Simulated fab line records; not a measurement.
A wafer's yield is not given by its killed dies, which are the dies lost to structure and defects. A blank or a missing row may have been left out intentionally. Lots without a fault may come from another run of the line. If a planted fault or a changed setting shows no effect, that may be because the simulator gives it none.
fab line records -- flow gf180mcu
record lots=6, wafers=18, last_day=34
route steps=602 shown MIM@510 PASSIVATION@602
lots untouched by any fault: they come from a run of this same line in which no faults occurred
start_h: the number of hours between the record's first day and the start of the first shown wafer of the lot -- wait_h: time in hours since the lot's previous step -- " identical to the entry in the row above -- L1.1+2: several wafers, shown together as one row -- - no value present, or no start provided -- * or withheld: withheld -- < > ~ a bound
route shown NAME@n: NAME is a module with steps in the file, n the number in the route of the first one -- usual: mean/standard deviation taken from wafers without a fault -- same: alike in all rows -- chamber/n: place in a boat -- sites: each site's reading -- _std_site: the standard deviation of these -- _edge_site: the outer-site mean with the inner-site mean subtracted -- radius_mm: how far each site lies from the wafer's centre -- mask NAME#n: copy n -- behind: tool/chamber where the wafer was last shaped -- hold: what put the lot on hold/how long, in hours/how the hold closed -- device: the transistor (n, p or np) that didn't switch -- end of line: tests run on the same wafers once the route is complete -- where a step has no rows: the recipe by itself -- killed: dies that structure and defects cost at the first sort, which is not the same as the wafer's yield -- map: shows each die of a wafer: x if killed, . if not, _ if none is there
set.NAME: setting as actually run; set.NAME@STEP: the setting as run at that earlier step -- model.NAME: the simulator's own value behind a step, which no gauge read
certain route steps with their lots: each step a table, each wafer a row
services: the hour from which a tool's chamber was out of use, counted from the record's first day as start_h (under 0 if before that day), plus the number of hours and why
## steps
# step GF_MIM_SPUTTER_07
# recipe material=TiN, target_thk_nm=60, power_w=6500, time_s=50, chamber_pressure_pa=0.4
# usual throttle_valve_pct=30.3/0.82
lot.wafer,tool,chamber,start_h,wait_h,throttle_valve_pct
L879.2,pvd_sputter-04,-,577.21,0.0,30.5
L879.3,pvd_sputter-04,-,577.21,0.0,32.6
L879.6,pvd_sputter-04,-,577.21,0.0,30.7
L887.1,pvd_sputter-01,-,628.18,0.1,30.7
L887.3,pvd_sputter-01,-,628.18,0.1,29.5
L887.5,pvd_sputter-01,-,628.18,0.1,30.6
L896.1,pvd_sputter-04,-,695.08,0.1,30.5
L896.4,pvd_sputter-04,-,695.08,0.1,30.8
L896.6,pvd_sputter-04,-,695.08,0.1,32.4
L900.2,pvd_sputter-01,-,723.39,0.0,30.0
L900.3,pvd_sputter-01,-,723.39,0.0,29.4
L900.4,pvd_sputter-01,-,723.39,0.0,30.1
L901.1,pvd_sputter-03,-,725.93,0.1,30.7
L901.5,pvd_sputter-03,-,725.93,0.1,30.3
L901.6,pvd_sputter-03,-,725.93,0.1,30.7
L902.2,pvd_sputter-03,-,730.37,0.0,29.6
L902.3,pvd_sputter-03,-,730.37,0.0,30.7
L902.6,pvd_sputter-03,-,730.37,0.0,30.1
# step GF_MIM_SPUTTER_08
# recipe material=AlCu, target_thk_nm=200, power_w=10600, time_s=10.6, chamber_pressure_pa=0.4
# usual throttle_valve_pct=30.4/0.87
lot.wafer,tool,chamber,start_h,wait_h,throttle_valve_pct
L879.2,pvd_sputter-04,-,577.25,0.0,30.3
L879.3,pvd_sputter-04,-,577.25,0.0,32.6
L879.6,pvd_sputter-04,-,577.25,0.0,31.2
L887.1,pvd_sputter-01,-,628.23,0.0,30.6
L887.3,pvd_sputter-01,-,628.23,0.0,29.3
L887.5,pvd_sputter-01,-,628.23,0.0,30.5
L896.1,pvd_sputter-04,-,695.13,0.0,30.6
L896.4,pvd_sputter-04,-,695.13,0.0,30.9
L896.6,pvd_sputter-04,-,695.13,0.0,32.5
L900.2,pvd_sputter-01,-,723.43,0.0,29.7
L900.3,pvd_sputter-01,-,723.43,0.0,29.5
L900.4,pvd_sputter-01,-,723.43,0.0,30.2
L901.1,pvd_sputter-03,-,725.97,0.0,31.0
L901.5,pvd_sputter-03,-,725.97,0.0,30.2
L901.6,pvd_sputter-03,-,725.97,0.0,30.8
L902.2,pvd_sputter-03,-,730.41,0.0,29.3
L902.3,pvd_sputter-03,-,730.41,0.0,30.8
L902.6,pvd_sputter-03,-,730.41,0.0,30.3
# step GF_MIM_SPUTTER_09
# recipe material=TiN, target_thk_nm=35, power_w=6500, time_s=29.2, chamber_pressure_pa=0.4
# usual throttle_valve_pct=30.4/0.82
lot.wafer,tool,chamber,start_h,wait_h,throttle_valve_pct
L879.2,pvd_sputter-04,-,577.28,0.0,30.2
L879.3,pvd_sputter-04,-,577.28,0.0,32.5
L879.6,pvd_sputter-04,-,577.28,0.0,31.0
L887.1,pvd_sputter-01,-,628.25,0.0,30.8
L887.3,pvd_sputter-01,-,628.25,0.0,29.4
L887.5,pvd_sputter-01,-,628.25,0.0,30.6
L896.1,pvd_sputter-04,-,695.15,0.0,30.3
L896.4,pvd_sputter-04,-,695.15,0.0,30.8
L896.6,pvd_sputter-04,-,695.15,0.0,32.4
L900.2,pvd_sputter-01,-,723.46,0.0,29.6
L900.3,pvd_sputter-01,-,723.46,0.0,29.3
L900.4,pvd_sputter-01,-,723.46,0.0,29.8
L901.1,pvd_sputter-03,-,726.00,0.0,30.9
L901.5,pvd_sputter-03,-,726.00,0.0,30.2
L901.6,pvd_sputter-03,-,726.00,0.0,30.7
L902.2,pvd_sputter-03,-,730.44,0.0,29.3
L902.3,pvd_sputter-03,-,730.44,0.0,30.8
L902.6,pvd_sputter-03,-,730.44,0.0,30.1
# step GF_MIM_RS_MEAS_10
# recipe thk_meas_gauge=four-point-probe, reads=TiN_of_MIM_SPUTTER_09+AlCu_of_MIM_SPUTTER_08+TiN_of_MIM_SPUTTER_07
# usual MIM_ALCU_RS=0.1597/0.0021
lot.wafer,tool,chamber,start_h,wait_h,MIM_ALCU_RS[ohm/sq]
L879.2,film_metro-02,-,577.33,0.0,0.1564
L879.3,film_metro-02,-,577.33,0.0,0.1583
L879.6,film_metro-02,-,577.33,0.0,0.1578
L887.1,film_metro-04,-,628.28,0.0,0.1569
L887.3,film_metro-04,-,628.28,0.0,0.1566
L887.5,film_metro-04,-,628.28,0.0,0.1558
L896.1,film_metro-01,-,695.18,0.0,0.1591
L896.4,film_metro-01,-,695.18,0.0,0.1594
L896.6,film_metro-01,-,695.18,0.0,0.1587
L900.2,film_metro-02,-,723.51,0.0,0.1598
L900.3,film_metro-02,-,723.51,0.0,0.1607
L900.4,film_metro-02,-,723.51,0.0,0.1600
L901.1,film_metro-02,-,726.03,0.0,0.1586
L901.5,film_metro-02,-,726.03,0.0,0.1572
L901.6,film_metro-02,-,726.03,0.0,0.1596
L902.2,film_metro-04,-,730.49,0.0,0.1620
L902.3,film_metro-04,-,730.49,0.0,0.1621
L902.6,film_metro-04,-,730.49,0.0,0.1614
# step GF_MIM_THK_MEAS_11
# recipe thk_meas_gauge=xrf, reads=AlCu_of_MIM_SPUTTER_08
# usual MIM_ALCU_THK=197.1/2.6
lot.wafer,tool,chamber,start_h,wait_h,MIM_ALCU_THK[nm]
L879.2,film_metro-02,-,577.44,0.1,200.2
L879.3,film_metro-02,-,577.44,0.1,199.7
L879.6,film_metro-02,-,577.44,0.1,198.2
L887.1,film_metro-04,-,628.40,0.1,199.2
L887.3,film_metro-04,-,628.40,0.1,200.7
L887.5,film_metro-04,-,628.40,0.1,200.1
L896.1,film_metro-01,-,695.30,0.1,197.8
L896.4,film_metro-01,-,695.30,0.1,199.1
L896.6,film_metro-01,-,695.30,0.1,196.8
L900.2,film_metro-02,-,723.62,0.1,197.7
L900.3,film_metro-02,-,723.62,0.1,197.0
L900.4,film_metro-02,-,723.62,0.1,196.7
L901.1,film_metro-02,-,726.15,0.1,199.3
L901.5,film_metro-02,-,726.15,0.1,201.4
L901.6,film_metro-02,-,726.15,0.1,198.1
L902.2,film_metro-04,-,730.60,0.1,195.1
L902.3,film_metro-04,-,730.60,0.1,193.1
L902.6,film_metro-04,-,730.60,0.1,193.6
# step GF_MIM_DEHYDRATE_12
# recipe temp_c=200, time_s=60
# step GF_MIM_HMDS_13
# recipe prime_time_s=60, prime_temp_c=120
# step GF_MIM_COAT_14
# recipe resist=NOVOLAK, spin_rpm=3000, resist_thk_nm=1000
# step GF_MIM_SOFTBAKE_15
# recipe temp_c=90, time_s=60, resist=NOVOLAK
# step GF_MIM_EXPOSE_16
# recipe mask_id=FuseTop, target_cd_nm=2000, na=0.6, source_shape=conventional, sigma_outer=0.6, dose_mj=140
# step GF_MIM_PEB_17
# recipe temp_c=withheld, time_s=*, resist=NOVOLAK
# step GF_MIM_DEVELOP_18
# recipe develop_time_s=60, dev_temp_c=23
# step GF_MIM_METAL_ETCH_19
# recipe chemistry=Cl2/BCl3, mask_material=NOVOLAK, stop_on=Si3N4, target_depth_nm=324.5, pressure_mtorr=8, icp_w=800, bias_w=140, Cl2_flow_sccm=80, bcl3_flow_sccm=40, time_s=54.1
# usual drypump_motor_current_A=5.7/0.34, mfc_cl2_sccm=80.01/0.23, oes_product_au=0.941/0.0066, run_length_s=82.6/0.38, throttle_valve_pct=28.283/0.011
lot.wafer,tool,chamber,start_h,wait_h,drypump_motor_current_A,mfc_cl2_sccm,oes_product_au,rf_hours_counter_h,run_length_s,throttle_valve_pct,model.etch.depth_nm,model.MIM.feature_depth_nm,model.NOVOLAK_of_MIM_COAT_14.thk_nm
L879.2,rie_metal-02,1,597.98,0.1,5.8,79.96,0.948,1.7,82.5,28.287,299.6,299.6,871.2
L879.3,rie_metal-02,0,597.98,0.1,6.0,80.25,0.950,-,82.5,28.270,298.4,298.4,876.4
L879.6,rie_metal-02,1,597.98,0.1,5.7,80.14,0.939,-,82.9,28.283,297.5,297.5,874.7
L887.1,rie_metal-04,1,646.40,0.1,6.1,80.28,0.942,5.5,82.2,28.271,298.7,298.7,869.1
L887.3,rie_metal-04,0,646.40,0.1,5.7,80.06,0.945,-,82.0,28.285,298.4,298.4,868.5
L887.5,rie_metal-04,0,646.40,0.1,5.7,80.28,0.948,-,81.7,28.283,299.9,299.9,871.2
L896.1,rie_metal-04,1,713.44,0.1,6.1,80.17,0.989,7.6,68.5,28.213,239.6,239.6,904.2
L896.4,rie_metal-04,0,713.44,0.1,5.7,80.07,0.939,-,81.7,28.275,295.1,295.1,872.4
L896.6,rie_metal-04,0,713.44,0.1,5.7,80.14,0.943,-,81.7,28.302,295.4,295.4,871.3
L900.2,rie_metal-04,1,740.18,0.1,6.1,79.86,0.999,8.5,68.6,28.223,240.5,240.5,905.2
L900.3,rie_metal-04,1,740.18,0.1,6.1,79.71,1.004,-,68.8,28.197,240.3,240.3,904.9
L900.4,rie_metal-04,0,740.18,0.1,5.7,80.05,0.941,-,81.8,28.281,294.5,294.5,876.2
L901.1,rie_metal-02,1,743.20,0.1,5.8,79.97,0.939,6.2,82.5,28.279,297.4,297.4,864.8
L901.5,rie_metal-02,0,743.20,0.1,6.0,80.14,0.947,-,83.0,28.278,298.9,298.9,865.3
L901.6,rie_metal-02,1,743.20,0.1,5.8,80.10,0.946,-,82.7,28.276,295.8,295.8,869.3
L902.2,rie_metal-02,0,746.74,0.1,6.0,80.09,0.937,7.5,82.7,28.287,291.6,291.6,869.4
L902.3,rie_metal-02,0,746.74,0.1,6.0,79.98,0.932,-,82.5,28.275,291.9,291.9,869.2
L902.6,rie_metal-02,1,746.74,0.1,5.8,79.77,0.934,-,82.9,28.280,292.4,292.4,868
# step GF_MIM_STRIP_20
# recipe chemistry=O2/N2, power_w=1400, pressure_mtorr=1500, platen_temp_c=250, o2_flow_sccm=3000, n2_flow_sccm=300, overash_fraction=0.5
# usual drypump_motor_current_A=5.8/0.45, heater_power_w=321/20, oes_product_au=0.692/0.0048, strip_time_to_endpoint_s=11.23/0.039
lot.wafer,tool,chamber,start_h,wait_h,drypump_motor_current_A,heater_power_w,oes_product_au,rf_hours_counter_h,strip_time_to_endpoint_s
L879.2,plasma_asher-02,1,598.05,0.0,5.7,345,0.697,46,11.22
L879.3,plasma_asher-02,1,598.05,0.0,5.7,352,0.694,-,11.30
L879.6,plasma_asher-02,0,598.05,0.0,6.0,312,0.699,-,11.27
L887.1,plasma_asher-04,0,646.47,0.0,6.1,337,0.693,23,11.19
L887.3,plasma_asher-04,0,646.47,0.0,6.1,334,0.682,-,11.19
L887.5,plasma_asher-04,0,646.47,0.0,6.1,325,0.696,-,11.26
L896.1,plasma_asher-03,0,713.51,0.0,6.5,343,0.707,101,11.62
L896.4,plasma_asher-03,1,713.51,0.0,6.0,324,0.694,-,11.25
L896.6,plasma_asher-03,0,713.51,0.0,6.5,330,0.696,-,11.24
L900.2,plasma_asher-04,1,740.25,0.0,5.1,293,0.712,32,11.62
L900.3,plasma_asher-04,0,740.25,0.0,6.1,332,0.711,-,11.63
L900.4,plasma_asher-04,1,740.25,0.0,5.1,299,0.693,-,11.29
L901.1,plasma_asher-04,0,743.27,0.0,6.1,337,0.690,32,11.16
L901.5,plasma_asher-04,1,743.27,0.0,5.1,294,0.686,-,11.14
L901.6,plasma_asher-04,0,743.27,0.0,6.1,334,0.689,-,11.21
L902.2,plasma_asher-04,0,746.81,0.0,6.1,329,0.691,33,11.21
L902.3,plasma_asher-04,0,746.81,0.0,6.1,325,0.689,-,11.22
L902.6,plasma_asher-04,0,746.81,0.0,6.1,340,0.691,-,11.19
# step GF_MIM_STRIP_21
# recipe chemistry=post_etch_residue_remover, time_s=1200, temp_c=72.5
# step GF_PASSIVATION_PROBE_99
lot.wafer,tool,chamber,start_h,wait_h,model.etest.met5.line_ohm_um,model.etest.via5_chain.rc_ohm,model.etest.met5.rs_ohm_sq,model.etest.iso_pplus_pwell.under_floor,model.etest.ppoly_sal.open,model.etest.met3.open,model.etest.npoly_u.open,model.etest.nplus_sal_6v.open
L879.2,prober-01,-,685.49,0.1,0.253,6.653,0.07071,0,0,0,0,0
L879.3,prober-01,-,685.54,0.2,0.2479,7.013,0.06971,0,0,0,0,0
L879.6,prober-01,-,685.69,0.2,0.2531,6.765,0.07011,0,0,0,0,0
L887.1,prober-01,-,728.54,0.1,0.2542,6.836,0.07134,0,0,0,0,0
L887.3,prober-01,-,728.64,0.2,0.2629,6.785,0.07312,0,0,0,0,0
L887.5,prober-01,-,728.74,0.2,0.2591,6.721,0.0722,0,0,0,0,0
L896.1,prober-02,-,787.04,0.1,77.6,60.5,21.57,1,1,1,1,1
L896.4,prober-02,-,787.19,0.2,0.2582,6.874,0.07287,0,0,0,0,0
L896.6,prober-02,-,787.29,0.2,0.2614,6.868,0.07225,0,0,0,0,0
L900.2,prober-02,-,809.40,0.1,78.27,59.97,21.91,1,1,1,1,1
L900.3,prober-02,-,809.45,0.2,80.03,58.42,22.23,1,1,1,1,1
L900.4,prober-02,-,809.50,0.2,0.2505,7.165,0.07124,0,0,0,0,0
L901.1,prober-01,-,811.99,0.1,0.256,7.096,0.0714,0,0,0,0,0
L901.5,prober-01,-,812.19,0.2,0.2503,6.617,0.071,0,0,0,0,0
L901.6,prober-01,-,812.24,0.2,0.2561,6.974,0.07155,0,0,0,0,0
L902.2,prober-02,-,815.29,0.1,0.2555,7.033,0.07139,0,0,0,0,0
L902.3,prober-02,-,815.34,0.2,0.2517,6.765,0.0719,0,0,0,0,0
L902.6,prober-02,-,815.49,0.2,0.2549,7.128,0.07217,0,0,0,0,0
# killed by level:class
L879.2 V5:geometric_particle:open=5 CONTACT:geometric_particle:short=3 V4:geometric_particle:open=3 V3:geometric_particle:open=3 STI:geometric_particle:open=2 STI:geometric_particle:short=2 CONTACT:geometric_particle:open=2 M1:geometric_particle:short=2
L879.3 V5:geometric_particle:open=6 CONTACT:geometric_particle:open=5 V4:geometric_particle:open=5 V2:geometric_particle:open=4 V4:geometric_particle:short=4 STI:geometric_particle:open=2 CONTACT:geometric_particle:short=2 V1:geometric_particle:open=2
L879.6 V5:geometric_particle:open=6 V1:geometric_particle:open=6 V4:geometric_particle:open=5 STI:geometric_particle:open=4 V2:geometric_particle:open=4 V3:geometric_particle:open=4 STI:geometric_particle:short=2 SAB:geometric_particle:open=2
L887.1 V2:geometric_particle:open=6 V5:geometric_particle:open=5 CONTACT:geometric_particle:open=4 V1:geometric_particle:short=4 M2:geometric_particle:short=4 CONTACT:geometric_particle:short=3 V3:geometric_particle:open=3 V1:geometric_particle:open=2
L887.3 CONTACT:geometric_particle:open=9 V2:geometric_particle:open=5 V3:geometric_particle:open=4 CONTACT:geometric_particle:short=3 V1:geometric_particle:open=3 M4:geometric_particle:short=3 V5:geometric_particle:open=3 POLY_GATE:geometric_particle:open=2
L887.5 V4:geometric_particle:short=6 V2:geometric_particle:open=6 CONTACT:geometric_particle:open=5 V5:geometric_particle:open=4 CONTACT:geometric_particle:short=3 V2:geometric_particle:short=3 V3:geometric_particle:open=3 M4:geometric_particle:short=3
L901.1 V2:geometric_particle:open=5 V4:geometric_particle:open=4 V5:geometric_particle:short=4 CONTACT:geometric_particle:open=3 V4:geometric_particle:short=3 V1:geometric_particle:short=3 V2:geometric_particle:short=3 STI:geometric_particle:short=2
L901.5 V1:geometric_particle:open=7 V5:geometric_particle:open=7 V2:geometric_particle:short=4 CONTACT:geometric_particle:open=3 V3:geometric_particle:open=3 V1:geometric_particle:short=2 V4:geometric_particle:open=2 STI:geometric_particle:short=1
L901.6 CONTACT:geometric_particle:open=6 V1:geometric_particle:open=6 V4:geometric_particle:open=4 V2:geometric_particle:short=4 V5:geometric_particle:open=4 STI:geometric_particle:open=3 POLY_GATE:geometric_particle:open=3 M3:geometric_particle:short=3
L902.2 V1:geometric_particle:open=4 V2:geometric_particle:open=4 V4:geometric_particle:short=3 V5:geometric_particle:open=3 STI:geometric_particle:short=2 M1:geometric_particle:short=2 V3:geometric_particle:open=2 V4:geometric_particle:open=2
L902.3 V1:geometric_particle:open=5 V4:geometric_particle:open=5 V3:geometric_particle:open=4 V2:geometric_particle:open=4 M1:geometric_particle:short=4 STI:geometric_particle:open=3 M5:geometric_particle:short=3 V5:geometric_particle:open=3
L902.6 V5:geometric_particle:open=6 CONTACT:geometric_particle:open=5 M1:geometric_particle:short=4 M3:geometric_particle:short=4 V2:geometric_particle:open=3 V3:geometric_particle:open=3 STI:geometric_particle:short=2 POLY_GATE:geometric_particle:short=2
## services
tool,chamber,start_h,hours,kind
pvd_sputter-04,2,554.32,-,consumable_replace:kit
pvd_sputter-04,2,554.32,18.0,scheduled_down
pvd_sputter-04,2,554.32,18.0,vent_cycle
plasma_asher-02,-,559.90,0.9,repair
rie_metal-02,-,561.09,2.8,pm
pvd_sputter-01,-,608.43,2.7,repair
pvd_sputter-01,-,631.50,1.1,repair
pvd_sputter-03,-,651.00,1.5,repair
rie_metal-04,1,671.94,5.0,repair
plasma_asher-04,-,689.51,2.8,pm
pvd_sputter-01,3,695.11,-,consumable_replace:kit
pvd_sputter-01,3,695.11,18.0,scheduled_down
pvd_sputter-01,3,695.11,18.0,vent_cycle
pvd_sputter-04,1,708.78,-,consumable_replace:kit
pvd_sputter-04,1,708.78,18.0,scheduled_down
pvd_sputter-04,1,708.78,18.0,vent_cycle
pvd_sputter-01,-,716.54,3.5,repair
pvd_sputter-03,-,718.63,0.9,repair
plasma_asher-03,-,721.64,1.6,repair
pvd_sputter-01,-,742.02,2.9,repair
## key
first_sign step=GF_MIM_METAL_ETCH_19, reading=run_length_s, direction=down, sigmas=37, usual=*, struck=*
effect step=GF_MIM_METAL_ETCH_19, reading=oes_product_au, direction=up, sigmas=8.5, usual=0.941, struck=0.997
effect step=GF_MIM_STRIP_20, reading=strip_time_to_endpoint_s, direction=up, sigmas=10, usual=*, struck=*
model_effect step=GF_MIM_METAL_ETCH_19, value=etch.depth_nm, without=294.9, struck=240.1
model_effect step=GF_PASSIVATION_PROBE_99, value=etest.met5.line_ohm_um, without=0.2562, struck=78.63
met_at GF_MIM_METAL_ETCH_19
struck_wafers L896.1,L900.2,L900.3
sort_left_out L896.1,L900.2,L900.3
onset_between 646.40 713.44
fault kind=process_parameter_drift, tool=rie_metal-04, chamber=1, onset_h=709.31, steps=GF_MIM_METAL_ETCH_19, channel=time_s, offset=*, shape=step, end_h=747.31, acts_in=*, stated=*
# sort_left_out: the simulated sort isn't trusted on such a fault, so these wafers' sort isn't shown, and their yield isn't known
